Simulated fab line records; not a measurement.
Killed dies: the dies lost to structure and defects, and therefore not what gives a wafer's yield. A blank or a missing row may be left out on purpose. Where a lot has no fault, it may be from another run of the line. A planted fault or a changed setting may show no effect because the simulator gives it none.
Struck lot and sound lot, side by side / flow sky130 / 31 steps out of a route of 708
Sound: the wafers L803.3, L803.4, L803.5. Struck: wafers L819.1, L819.3, L819.6. The cause comes at the end.
Order at every step that has rows: each side's tool, ch and its chambers, its first start. Under that, the readings that differ: sound wafers / struck wafers / difference of the means / sigmas: that difference in standard deviations of wafers without a fault.
alike: readings with means less than 2 such deviations apart, plus words and numbers identical on both sides. not compared: withheld readings, readings lacking a value on some wafer, bounds such as >300 that could conceal the same value, and numbers that have no deviation in the record and whose values overlap.
Wherever a step has rows on one side only, a row that says differs or no value, or a row with sigmas, the two part there. Numbers that have no deviation but don't overlap get no sigmas and don't part them. A reading missing from all wafers of one side parts the sides only when that side holds two or more wafers.

SKY_METAL4_CD_MEAS_13: target cd 300 nm.
  sound: cdSem-02 at day 41 11:13; struck: cdSem-02 at day 45 23:23
  alike: cdNm
SKY_METAL4_OVL_MEAS_14:
  sound: overlay-02 at day 41 11:19; struck: overlay-01 at day 45 23:30
  alike: METAL4_OVL
SKY_METAL4_DESCUM_15: chemistry O2, time 8 s.
  sound on rieMetal-02 ch 0,1, day 41 11:20; struck on rieMetal-02 ch 1, day 45 23:32
  alike: drypumpMotorCurrentA, oesProductAu
  not compared: rfHoursCounterH
then, 1 step without rows for these wafers: SKY_METAL4_ETCH_16 (etches BARC in N2/H2, stops on SiO2, time 88.2 s, target depth 60 nm).
SKY_METAL4_ETCH_17: etches SiO2 in C4F8/O2/Ar, stops on TiN, time 3.9 s, target depth 15 nm.
  sound on rieDiel-02 ch 0,1, day 41 11:28; struck on rieDiel-01 ch 1,3, day 45 23:47
  alike: oesProductAu
  not compared: rfHoursCounterH
SKY_METAL4_METAL_ETCH_18: etches the open film in Cl2/BCl3, stops on SiO2, target depth 845 nm, time 183.1 s.
  sound on rieMetal-03 ch 0,1, day 41 11:32; struck on rieMetal-01 ch 0,1, day 45 23:49
  alike: drypumpMotorCurrentA, oesProductAu, throttleValvePct
  not compared: rfHoursCounterH
SKY_METAL4_STRIP_19: strips in O2/N2.
  sound on plasmaAsher-04 ch 0,1, day 41 11:41; struck on plasmaAsher-04 ch 0,1, day 45 23:59
  alike: drypumpMotorCurrentA, oesProductAu, stripTimeToEndpointS
  not compared: rfHoursCounterH
then, 4 steps without rows for these wafers: SKY_METAL4_STRIP_20 (strips in post etch residue remover, time 1200 s); SKY_METAL4_CLEAN_21 (cleans in IPA, time 180 s); SKY_METAL4_CLEAN_22 (cleans in O3/DIW); SKY_VIA4_HDPCVD_00 (deposits SiO2, target thk 1750 nm, time 291.7 s).
SKY_VIA4_THK_MEAS_01:
  sound: filmMetro-03 at day 41 12:27; struck: filmMetro-03 at day 46 00:51
  alike: VIA4_HDPCVD_THK
SKY_VIA4_CMP_02: polishes SiO2.
  sound on cmp-01 ch 1,2, day 41 12:29; struck on cmp-01 ch 1,2, day 46 00:55
  no value came back on the struck wafers for edgeZonePressureFrac, headPressurePsi (psi), motorCurrentA (A), slurryFilterDpKPa (kPa); on the sound wafers edgeZonePressureFrac reads 0.999 0.996 0.993
reading=model.SiO2_of_VIA4_HDPCVD_00.thkNm (nm); sound=580.5 580.4 579; struck=1763 1761 1781; difference=+1188; sigmas=
SKY_VIA4_BOW_MEAS_03:
  sound: filmMetro-01 at day 41 12:50; struck: filmMetro-01 at day 46 01:13
reading=VIA4_BOW (um); sound=77 75 82; struck=136 133 138; difference=+58; sigmas=+8
then, 7 steps without rows for these wafers: SKY_VIA4_DEHYDRATE_04 (time 60 s); SKY_VIA4_HMDS_05 (prime time 60 s); SKY_VIA4_COAT_06 (resist thk 1140 nm); SKY_VIA4_SOFTBAKE_07 (time 60 s); SKY_VIA4_EXPOSE_08 (exposes mask VIM4, target cd 800 nm); SKY_VIA4_PEB_09; SKY_VIA4_DEVELOP_10 (develop time 60 s).
SKY_VIA4_OVL_MEAS_11:
  sound: overlay-01 at day 42 12:08; struck: overlay-02 at day 46 21:31
reading=VIA4_OVL (nm); sound=-1.4 0.9 -0.5; struck=5.0 2.2 3.3; difference=+3.8; sigmas=+2
SKY_VIA4_ETCH_12: etches SiO2 in C4F8/O2/Ar, stops on TiN, target depth 580 nm.
  sound on rieDiel-04 ch 0,2, day 42 12:10; struck on rieDiel-01 ch 0,1,2, day 46 21:34
reading=oesProductAu (a.u.); sound=0.930 0.929 0.927; struck=1.648 1.643 1.650; difference=+0.718; sigmas=+99 or more
reading=model.VIA4.featureDepthNm (nm); sound=580.5 580.4 579; struck=664.7 664 673.1; difference=+87.3; sigmas=
reading=model.etch.depthNm (nm); sound=580.5 580.4 579; struck=664.7 664 673.1; difference=+87.3; sigmas=
SKY_VIA4_STRIP_13: strips in O2/N2.
  sound on plasmaAsher-01 ch 0,1, day 42 12:16; struck on plasmaAsher-01 ch 1, day 46 21:38
  alike: drypumpMotorCurrentA, oesProductAu, stripTimeToEndpointS
  not compared: rfHoursCounterH
then, 5 steps without rows for these wafers: SKY_VIA4_STRIP_14 (strips in post etch residue remover, time 1200 s); SKY_VIA4_CLEAN_15 (cleans in IPA, time 180 s); SKY_VIA4_CLEAN_16 (cleans in O3/DIW); SKY_VIA4_SPUTTER_17 (material TiN, target thk 20 nm, time 80 s); SKY_VIA4_CVD_18 (deposits W, target thk 505 nm, time 152.14 s).
SKY_VIA4_CMP_21: polishes, stops on SiO2, t overpolish 25 s, target thk 0 nm.
  sound on cmp-01 ch 0,1, day 42 13:18; struck on cmp-01 ch 1,2,3, day 46 23:03
reading=model.SiO2_of_VIA4_HDPCVD_00.thkNm (nm); sound=575 574.9 573.5; struck=1758 1756 1776; difference=+1189; sigmas=
  alike: edgeZonePressureFrac, headPressurePsi, motorCurrentA, slurryFilterDpKPa
-- the record jumps here: 2 days lie between the struck wafers' starts before and after (it left off in module VIA4 and takes up again in module PAD_OPEN, whose first step shown is number 708 of the route) --
SKY_PAD_OPEN_PROBE_99:
  sound: prober-02 at day 45 12:45; struck: prober-01 at day 49 10:41
reading=defectLimitedYield (%); sound=82.7 83.5 81.1; struck=0 0 0; difference=-82; sigmas=-37
reading=killed_at_M4_up; sound=3 4 6; struck=418 402 386; difference=+398; sigmas=+99 or more
reading=killedDies; sound=85 81 93; struck=492 492 492; difference=+406; sigmas=+37
reading=killedOnRim; sound=14 16 16; struck=96 96 96; difference=+81; sigmas=+21
reading=sort_bin_5_function (%); sound=9.8 10.4 12.4; struck=93.1 93.7 90.7; difference=+81.6; sigmas=+51
reading=sortNPass; sound=407 411 399; struck=0 0 0; difference=-406; sigmas=-37
reading=sortYieldPct (%); sound=82.7 83.5 81.1; struck=0 0 0; difference=-82; sigmas=-37
  alike: killed_at_M0_to_M3, killedAtContacts, killedAtFrontEnd, killedAtOther, killedOpen, killedShort, sort_bin_3_pad_short, sort_bin_6_memory

## WHERE THEY PART
First at SKY_VIA4_CMP_02; last, within this record, at SKY_PAD_OPEN_PROBE_99.

WHY: the cause the simulator had injected
Step skipped in full: cmp-01, at SKY_VIA4_CMP_02, from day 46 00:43 onward. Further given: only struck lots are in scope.
